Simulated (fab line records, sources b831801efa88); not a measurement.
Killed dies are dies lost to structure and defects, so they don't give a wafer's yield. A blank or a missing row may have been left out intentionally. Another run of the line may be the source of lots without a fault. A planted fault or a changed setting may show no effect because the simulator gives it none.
Chamber matching ; flow sky130 ; rie_diel-02 running SKY_POLY_GATE_ETCH_16: 4 sister chambers
The step etches Si3N4 in CH3F/O2, stops on poly-Si, time 147.5 s, target depth 75 nm. 18 wafers are shown with their chamber, then 9 later ones without.

WAFERS, EACH WITH ITS CHAMBER
wafer;chamber;drypump_motor_current_A (A);oes_product_au (a.u.);throttle_valve_pct (%)
L077.3;3;6.1;0.642;10.518
L077.4;0;6.2;0.635;10.533
L077.5;1;5.4;0.639;10.532
L079.1;3;6.1;0.639;10.547
L079.4;2;5.8;0.642;10.532
L079.6;2;5.8;0.639;10.528
L080.2;2;5.8;0.635;10.521
L080.4;1;5.4;0.632;10.541
L080.6;3;6.1;0.639;10.552
L085.1;2;5.9;0.647;10.535
L085.5;1;5.4;0.638;10.547
L085.6;0;6.2;0.638;10.528
L089.3;2;5.8;0.637;10.535
L089.4;3;6.1;0.638;10.545
L089.5;2;5.8;0.643;10.545
L091.1;3;6.1;0.640;10.538
L091.3;2;5.8;0.637;10.551
L091.6;0;6.2;0.638;10.521

SIGNATURES (means of the wafers above)
reading;chamber 0;chamber 1;chamber 2;chamber 3;scatter within a chamber
drypump_motor_current_A;6.200;5.400;5.814;6.100;0.0247
oes_product_au;0.63700;0.63633;0.64000;0.63960;0.00327
throttle_valve_pct;10.52733;10.54000;10.53529;10.54000;0.0104
Rule: for each reading, subtract the chamber's mean from the wafer's reading, divide by that reading's scatter and square the result; add these up over the readings and take the root, which gives the wafer's distance from the chamber. The wafer belongs to the nearest chamber; if the next one is less than 2 further off, it can't be placed. The scatter: the root of (the sum of the squares of (reading less its chamber's mean) over the shown wafers, divided by (wafers less chambers)).

WAFERS WITH NO CHAMBER GIVEN
wafer;drypump_motor_current_A (A);oes_product_au (a.u.);throttle_valve_pct (%)
L092.2;5.8;0.647;10.535
L092.3;5.4;0.639;10.536
L092.4;6.1;0.644;10.541
L093.1;5.4;0.652;10.532
L093.3;6.1;0.637;10.541
L093.5;6.2;0.635;10.515
L094.2;5.4;0.642;10.559
L094.3;6.1;0.646;10.535
L094.5;6.1;0.645;10.545

THE CHAMBER EACH PASSED THROUGH
wafer;from the rows above;in truth
L092.2;2;2
L092.3;1;1
L092.4;3;3
L093.1;1;1
L093.3;3;3
L093.5;0;0
L094.2;1;1
L094.3;3;3
L094.5;3;3
9 of 9 placed correctly. Not placeable from these rows: 0. Wrongly placed: 0.
